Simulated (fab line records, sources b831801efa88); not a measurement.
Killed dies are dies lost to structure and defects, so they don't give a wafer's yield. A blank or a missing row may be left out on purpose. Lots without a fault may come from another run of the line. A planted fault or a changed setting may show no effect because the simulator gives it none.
fab line records | flow gf180mcu
record lots=5 wafers=15 last_day=33
route steps=602 shown DNWELL@34 NWELL@42 LVPWELL@54
lots that met no fault: from a run of the same line without faults
start_h: hours from the record's first day to the start of the lot's first wafer shown | wait_h: hours since the lot's step before | " the same as in the row above | L1.1+2: a row that stands for several wafers | - no value, or no start given | * or withheld: withheld | < > ~ a bound
route shown NAME@n: a module of which the file shows steps, and the number in the route of the first | usual: mean/standard deviation of fault-free wafers | same: alike in all rows | chamber/n: place in a boat | sites: the reading at each site | _std_site: their standard deviation | _edge_site: outer sites' mean less inner sites' | radius_mm: how far each site lies from the wafer's centre | mask NAME#n: copy n | behind: the tool/chamber that last shaped the wafer | hold: why the lot was held/for how many hours/how that ended | device: the transistor (n, p or np) that didn't switch | end of line: the same wafers' tests at the end of the route | a step without rows: its recipe alone | killed: dies lost to structure and defects at the first sort, not the wafer's yield | map: a wafer's dies, x killed, . not, _ none there
set.NAME: the setting as run; set.NAME@STEP: as run at that earlier step | model.NAME: the simulator's own value behind a step, which no gauge read
lots at some steps of the route; a table a step, a row a wafer
services: from which hour (start_h, from the record's first day; less than 0 if before it) a tool's chamber was out of use, for how many hours, and why
## steps
# step GF_DNWELL_COAT_02
# recipe spin_rpm=2000 resist_thk_nm=3000
# step GF_DNWELL_SOFTBAKE_03
# recipe temp_c=110 time_s=withheld
# step GF_DNWELL_EXPOSE_04
# recipe mask_id=DNWELL target_cd_nm=1700 na=0.6 source_shape=conventional sigma_outer=0.6 dose_mj=260
# step GF_DNWELL_PEB_05
# recipe temp_c=115 time_s=withheld
# step GF_DNWELL_DEVELOP_06
# recipe wall_angle_deg=90 develop_time_s=60 dev_temp_c=23
# step GF_DNWELL_IMPLANT_07
# recipe species=P energy_kev=1500 dose_cm2=9.872e+12 tilt_deg=0
# step GF_DNWELL_STRIP_08
# recipe chemistry=O2/N2 power_w=1400 pressure_mtorr=1500 platen_temp_c=250 o2_flow_sccm=3000 n2_flow_sccm=300 overash_fraction=0.5
# usual drypump_motor_current_A=5.8/0.52 heater_power_w=332/20 oes_product_au=0.722/0.0047 strip_time_to_endpoint_s=36.97/0.11
# same overash_fraction=0.5
# columns lot.wafer tool chamber start_h wait_h drypump_motor_current_A heater_power_w oes_product_au rf_hours_counter_h strip_time_to_endpoint_s
L644.1 plasma_asher-01 0 58.25 0.1 5.7 316 0.719 41 36.96
L644.2 " 1 " " 5.3 360 0.713 41 36.85
L644.3 " 1 " " 5.3 342 0.721 - 36.81
L653.2 plasma_asher-03 1 113.18 0.1 6.8 354 0.727 32 37.05
L653.5 " 1 " " 6.8 364 0.725 - 37.07
L653.6 " 0 " " 5.8 316 0.724 - 37.07
L659.3 plasma_asher-03 1 138.38 0.1 6.8 356 0.724 - 36.82
L659.4 " 0 " " 5.8 313 0.715 - 36.87
L659.5 " 0 " " 5.8 308 0.721 - 36.91
L660.1 plasma_asher-03 0 142.90 0.1 5.7 315 0.725 35 36.97
L660.2 " 1 " " 6.7 352 0.727 35 37.03
L660.3 " 0 " " 5.8 315 0.721 - 36.96
L663.1 plasma_asher-03 0 159.25 0.1 5.8 314 0.717 36 37.13
L663.4 " 1 " " 6.8 355 0.719 - 37.06
L663.6 " 0 " " 5.8 313 0.723 - 37.06
# step GF_DNWELL_TW_MEAS_09
# usual DNWELL_TW=1341/18
# columns lot.wafer tool chamber start_h wait_h DNWELL_TW
L644.1 film_metro-02 - 58.35 0.1 1313
L644.2 " - " " 1311
L644.3 " - " " 1307
L653.2 film_metro-02 - 113.29 0.1 1325
L653.5 " - " " 1326
L653.6 " - " " 1318
L659.3 film_metro-02 - 138.47 0.1 1319
L659.4 " - " " 1323
L659.5 " - " " 1319
L660.1 film_metro-02 - 143.00 0.1 1318
L660.2 " - " " 1333
L660.3 " - " " 1323
L663.1 film_metro-03 - 159.35 0.1 1355
L663.4 " - " " 1356
L663.6 " - " " 1358
# step GF_NWELL_DEHYDRATE_00
# recipe temp_c=200 time_s=60
# step GF_NWELL_HMDS_01
# recipe prime_time_s=60 prime_temp_c=120
# step GF_NWELL_COAT_02
# recipe spin_rpm=2000 resist_thk_nm=3000
# step GF_NWELL_SOFTBAKE_03
# recipe temp_c=110 time_s=withheld
# step GF_NWELL_EXPOSE_04
# recipe mask_id=Nwell target_cd_nm=860 na=0.6 source_shape=conventional sigma_outer=0.6 dose_mj=260
# same na=0.6
# columns lot.wafer tool chamber start_h wait_h mask
L644.1+2+3 iline_stepper-02 0 64.95 - DNWELL#0
L653.2+5+6 iline_stepper-01 0 121.07 - Nwell#0
L659.3+4+5 iline_stepper-02 0 145.97 - Nwell#0
L660.1+2+3 iline_stepper-02 0 151.28 - Nwell#0
L663.1+4+6 iline_stepper-02 0 167.75 - Nwell#0
# step GF_NWELL_PEB_05
# recipe temp_c=115 time_s=withheld
# step GF_NWELL_DEVELOP_06
# recipe wall_angle_deg=90 develop_time_s=60 dev_temp_c=23
# step GF_NWELL_OVL_MEAS_07
# usual NWELL_OVL=-0.4/2.1
# columns lot.wafer tool chamber start_h wait_h NWELL_OVL[nm]
L644.1 overlay-02 - 71.23 - -
L644.2 " - " " -
L644.3 " - " " -
L653.2 overlay-02 - 128.69 - 2.7
L653.5 " - " " 2.4
L653.6 " - " " 1.2
L659.3 overlay-01 - 153.64 - -2.2
L659.4 " - " " -1.5
L659.5 " - " " -2.8
L660.1 overlay-02 - 158.58 - 0.3
L660.2 " - " " -0.7
L660.3 " - " " -2.5
L663.1 overlay-02 - 175.30 - -3.4
L663.4 " - " " -0.1
L663.6 " - " " -1.8
# step GF_NWELL_IMPLANT_08
# recipe species=P energy_kev=450 dose_cm2=1.5e+13 tilt_deg=0
# step GF_NWELL_IMPLANT_09
# recipe species=P energy_kev=160 dose_cm2=4e+12 tilt_deg=0
# step GF_NWELL_STRIP_10
# recipe chemistry=O2/N2 power_w=1400 pressure_mtorr=1500 platen_temp_c=250 o2_flow_sccm=3000 n2_flow_sccm=300 overash_fraction=0.5
# usual drypump_motor_current_A=5.7/0.41 heater_power_w=322/18 oes_product_au=0.722/0.0044 strip_time_to_endpoint_s=36.95/0.086
# same overash_fraction=0.5
# columns lot.wafer tool chamber start_h wait_h drypump_motor_current_A heater_power_w oes_product_au rf_hours_counter_h strip_time_to_endpoint_s
L644.1 plasma_asher-01 0 71.57 0.1 5.7 322 0.720 42 36.99
L644.2 " 1 " " 5.3 359 0.726 42 36.98
L644.3 " 0 " " 5.7 322 0.727 - 36.90
L653.2 plasma_asher-01 0 129.02 0.1 5.8 316 0.727 49 36.94
L653.5 " 1 " " 5.3 356 0.722 - 36.90
L653.6 " 0 " " 5.8 316 0.733 - 36.90
L659.3 plasma_asher-01 0 154.00 0.1 5.7 322 0.719 - 37.04
L659.4 " 1 " " 5.3 356 0.724 - 37.09
L659.5 " 0 " " 5.7 320 0.719 - 36.97
L660.1 plasma_asher-02 1 158.92 0.1 6.5 307 0.723 49 37.03
L660.2 " 0 " " 5.7 314 0.717 49 36.91
L660.3 " 0 " " 5.7 310 0.723 - 36.91
L663.1 plasma_asher-01 0 175.63 0.1 5.8 325 0.717 54 37.01
L663.4 " 1 " " 5.3 358 0.724 - 37.07
L663.6 " 0 " " 5.8 313 0.721 - 37.14
# step GF_NWELL_TW_MEAS_11
# usual NWELL_TW=1570/16
# columns lot.wafer tool chamber start_h wait_h NWELL_TW
L644.1 film_metro-01 - 71.69 0.1 30
L644.2 " - " " 30
L644.3 " - " " 30
L653.2 film_metro-02 - 129.13 0.1 1558
L653.5 " - " " 1557
L653.6 " - " " 1554
L659.3 film_metro-03 - 154.09 0.1 1573
L659.4 " - " " 1573
L659.5 " - " " 1579
L660.1 film_metro-02 - 159.02 0.1 1541
L660.2 " - " " 1546
L660.3 " - " " 1546
L663.1 film_metro-01 - 175.74 0.1 1562
L663.4 " - " " 1559
L663.6 " - " " 1572
# step GF_LVPWELL_DEHYDRATE_00
# recipe temp_c=200 time_s=60
## services
# columns tool chamber start_h hours kind
iline_stepper-01 - 89.83 1.7 pm
plasma_asher-03 - 98.06 2.1 repair
iline_stepper-01 0 103.19 - calibration
iline_stepper-02 0 124.83 - calibration
iline_stepper-01 - 151.23 6.1 repair
## key
first_sign step=GF_NWELL_EXPOSE_04 reading=mask direction=changed
effect step=GF_NWELL_OVL_MEAS_07 reading=NWELL_OVL direction=missing
effect step=GF_NWELL_TW_MEAS_11 reading=NWELL_TW direction=down sigmas=97 usual=1570 struck=30
met_at GF_NWELL_EXPOSE_04
struck_wafers L644.1,L644.2,L644.3
rows_end L644.1,L644.2,L644.3
fault kind=wrong_mask tool=any chamber=- onset_h=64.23 steps=GF_NWELL_EXPOSE_04 aux_copy=DNWELL#0 scope=struck_lots_only
# rows_end: these wafers met a further fault down the route, and their rows from its step on are left out
